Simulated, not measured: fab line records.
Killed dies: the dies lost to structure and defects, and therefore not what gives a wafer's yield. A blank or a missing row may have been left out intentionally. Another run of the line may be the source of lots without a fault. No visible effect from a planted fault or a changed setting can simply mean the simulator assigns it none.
One fault through the eyes of 2 desks || flow sky130 || each desk holds nothing but its own numbers, with what lay behind them at the end

AT THE TOOL OWNER'S DESK: furnace-02
The tool's own readings at SKY_SONOS_ONO_OXIDATION_00 (stabilise 600 s, purge 300 s, target thk 2.6 nm): means of the sampled wafers that have a number, for each lot that ran on this tool. Any lot whose mean is over 4 standard deviations away from the usual mean is out of limits and marked OUT; that distance is given in the brackets. It has 8 readings, of which 7 appear: the earliest out of limits, and the ones furthest out on some lot.
Columns: A = spike tc centre C at SKY_SONOS_ONO_OXIDATION_00, usual 798.8 C; B = spike tc lower C at SKY_SONOS_ONO_OXIDATION_00, usual 800.7 C; C = spike tc top C at SKY_SONOS_ONO_OXIDATION_00, usual 809.2 C; D = spike tc upper C at SKY_SONOS_ONO_OXIDATION_00, usual 800.4 C; E = tube center temp C at SKY_SONOS_ONO_OXIDATION_00, usual 800 C; F = tube_center_temp_C_max at SKY_SONOS_ONO_OXIDATION_00, usual 802.1; G = zone power upper pct at SKY_SONOS_ONO_OXIDATION_00, usual 14.41 %
{"lot": "L586", "first seen here": "day 11 12:59", "A": 798.8, "B": 801.8, "C": 807.9, "D": 801.0, "E": 800, "F": 801.9, "G": 14.52}
{"lot": "L588", "first seen here": "day 12 13:11", "A": 797.5, "B": 800.7, "C": 808.0, "D": 801.4, "E": 800, "F": 802.0, "G": 14.38}
{"lot": "L589", "first seen here": "day 12 14:32", "A": 798.2, "B": 801.3, "C": 809.0, "D": 800.5, "E": 800, "F": 801.9, "G": 14.37}
{"lot": "L591", "first seen here": "day 12 17:38", "A": 797.8, "B": 801.5, "C": 808.1, "D": 800.2, "E": 800, "F": 802.1, "G": 14.45}
{"lot": "L590", "first seen here": "day 12 18:59", "A": 798.2, "B": 801.4, "C": 808.3, "D": 801.3, "E": 800, "F": 802.2, "G": 14.34}
{"lot": "L598", "first seen here": "day 15 08:14", "A": "782.8 (-12) OUT", "B": "786.2 (-10) OUT", "C": "793.1 (-8.5) OUT", "D": "784.7 (-12) OUT", "E": "785 (-99 or more) OUT", "F": "786.8 (-48) OUT", "G": 13.93}
{"lot": "L599", "first seen here": "day 15 15:35", "A": "782.7 (-12) OUT", "B": "786.2 (-10) OUT", "C": "793.8 (-8.1) OUT", "D": "785.6 (-11) OUT", "E": "785 (-99 or more) OUT", "F": "786.6 (-49) OUT", "G": "13.70 (-4.8) OUT"}
{"lot": "L607", "first seen here": "day 19 13:16", "A": 798.3, "B": 802.1, "C": 808.1, "D": 801.9, "E": 800, "F": 802.3, "G": 14.52}
Finding of this desk: L598, L599 out of limits; the first was L598 at day 15 08:14, on spike tc centre C at SKY_SONOS_ONO_OXIDATION_00. L586, L588, L589, L591, L590, L607: within limits.

AT THE METROLOGY DESK
What the gauges read for every lot (on any tool): the sampled wafers with a number, averaged. Any lot whose mean is over 4 standard deviations away from the usual mean is out of limits and marked OUT; that distance is given in the brackets.
Columns: A = VT_ADJUST_LVTN_2_TW at SKY_VT_ADJUST_LVTN_TW_MEAS_21, usual 189.2; B = SONOS_ONO_OXIDATION_THK at SKY_SONOS_ONO_THK_MEAS_01, usual 2.59 nm; C = SONOS_ONO_CVD_04_THK at SKY_SONOS_ONO_THK_MEAS_05, usual 5.72 nm; D = GATE_OXIDE_OVL at SKY_GATE_OXIDE_OVL_MEAS_10, usual -0.6 nm
{"lot": "L586", "first seen here": "day 7 17:14", "A": 187.0, "B": 2.60, "C": 5.74, "D": -1.2}
{"lot": "L587", "first seen here": "day 8 16:07", "A": 188.7, "B": 2.55, "C": 5.68, "D": -1.6}
{"lot": "L588", "first seen here": "day 8 16:46", "A": 188.1, "B": 2.55, "C": 5.88, "D": -0.3}
{"lot": "L589", "first seen here": "day 8 17:21", "A": 187.4, "B": 2.66, "C": 5.80, "D": 1.1}
{"lot": "L591", "first seen here": "day 8 19:40", "A": 187.9, "B": 2.69, "C": 5.77, "D": -0.1}
{"lot": "L590", "first seen here": "day 8 21:42", "A": 191.0, "B": 2.72, "C": 5.86, "D": 0.4}
{"lot": "L598", "first seen here": "day 11 00:52", "A": 189.2, "B": "2.05 (-9.0) OUT", "C": 5.81, "D": 2.4}
{"lot": "L599", "first seen here": "day 11 08:43", "A": 187.5, "B": "2.12 (-7.8) OUT", "C": 5.62, "D": -2.5}
{"lot": "L601", "first seen here": "day 11 22:04", "A": 188.8, "B": 2.55, "C": 5.59, "D": 0.1}
{"lot": "L605", "first seen here": "day 13 03:02", "A": 191.8, "B": 2.54, "C": 5.74, "D": 0.4}
{"lot": "L606", "first seen here": "day 13 18:42", "A": 188.5, "B": 2.59, "C": 5.68, "D": -0.8}
{"lot": "L607", "first seen here": "day 14 15:47", "A": 193.3, "B": 2.57, "C": 5.68, "D": -0.6}
Per this desk, out of limits: L598, L599; the first was L598, day 15 09:35 (SONOS_ONO_OXIDATION_THK at SKY_SONOS_ONO_THK_MEAS_01). L586, L587, L588, L589, L591, L590, L601, L605, L606, L607: within limits.

BROUGHT TOGETHER
The tool owner's desk could have raised an alarm at day 15 08:14, on L598, L599.
Metrology desk: alarm possible at day 15 09:35 on L598, L599.
The lots listed all ran SKY_SONOS_ONO_OXIDATION_00 on furnace-02.

WHAT HAD BEEN PUT IN BY THE SIMULATOR
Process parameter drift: furnace-02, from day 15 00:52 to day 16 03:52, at SKY_SONOS_ONO_OXIDATION_00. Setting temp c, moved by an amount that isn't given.
Lots struck among those shown: L598, L599.
Hours from the fault's start to each desk's first reading out of limits: the tool owner's desk, 7; the metrology desk, 9.
